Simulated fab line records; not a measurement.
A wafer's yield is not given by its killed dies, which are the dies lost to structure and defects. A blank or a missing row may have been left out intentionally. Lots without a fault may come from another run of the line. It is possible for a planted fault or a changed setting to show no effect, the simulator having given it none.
Problem report in the 8D (eight disciplines) form, filled by code -- flow gf180mcu -- the parts of the form that need people (team, actions taken, sign-off) are left out

== 1. THE ISSUE ==
Mean of heater-power-total-W at GF_M4_SOFTBAKE_10: 96.40 W across 2 wafers in 2 lots; on wafers with no fault it is 93.05 W (standard deviation 0.057). That puts it +59 standard deviations away from the usual mean.
The step: time 60 s.
The first sign was on wafer L627.6 at day 26 05:18, on litho-track-02. Wafers with a number at this step in the record: 39, from 13 lots. Rule for "out", or "out of limits": more than 4 standard deviations from the usual mean. The rest of the wafers with a number are treated as sound.

== 2. WHAT THIS IS AND IS NOT ==
question,is,is not
which readings at this step,"heater-power-total-W, run-length-s",-
which lots,"L627, L629","L621, L622, L624, L625, L626, L638, L639, L640, L641, L642, L643"
which wafers of those lots,"L627.6, L629.5","L627.1, L627.4, L629.3, L629.4"
read on which tools,litho-track-02,"litho-track-01, litho-track-03"
when,from day 26 05:18,"up to then (17 sound wafers); but 20 sound wafers of L629, L638, L639, L640, L641, L642, L643 came after"

== 3. SUSPECTS, AND WHAT RULES EACH OUT ==
Counting: any tool at a process step up to the reading remains a suspect provided it ran every lot that is out. Sound lots after the first of them don't rule it out here, since some wafers of a struck lot are sound.
- litho-track-02 at GF_M4_SOFTBAKE_10 (time 60 s): kept. Ran every lot that is out, first one L627 (day 26 05:18); last sound lot up to then L624 (day 24 09:31). On those wafers its own readings are out: heater-power-total-W, run-length-s.
The count leaves litho-track-02 at GF_M4_SOFTBAKE_10.

== 4. THE CAUSE (what the simulator had put in) ==
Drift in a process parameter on litho-track-02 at GF_M4_SOFTBAKE_10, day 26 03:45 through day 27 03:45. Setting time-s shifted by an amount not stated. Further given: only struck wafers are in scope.
The count eliminated every tool but this one.

== 5. THE EFFECT CHAIN, in route order ==
Each row: a reading whose mean over the struck wafers that have a number lies more than 3 standard deviations from the usual. Only readings whose record carries a usual standard deviation are examined. hours: median over the lots of the time between each lot's start at the first step of this table that gives one and its start at this step. sigmas: the change, counted in usual standard deviations.
hours,step,reading,usual,on struck wafers,change,sigmas
0,GF_M4_SOFTBAKE_10,heater-power-total-W,93.05 W,96.40,+3.35,+59
0,GF_M4_SOFTBAKE_10,run-length-s,89.19 s,83.33,-5.86,-33
Its process steps:
- GF_M4_SOFTBAKE_10: time 60 s.

== 6. WHAT WOULD HAVE CAUGHT IT SOONER ==
2 hours passed between the start of the fault at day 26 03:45 and the first reading out of limits in this record, taken at day 26 05:18.
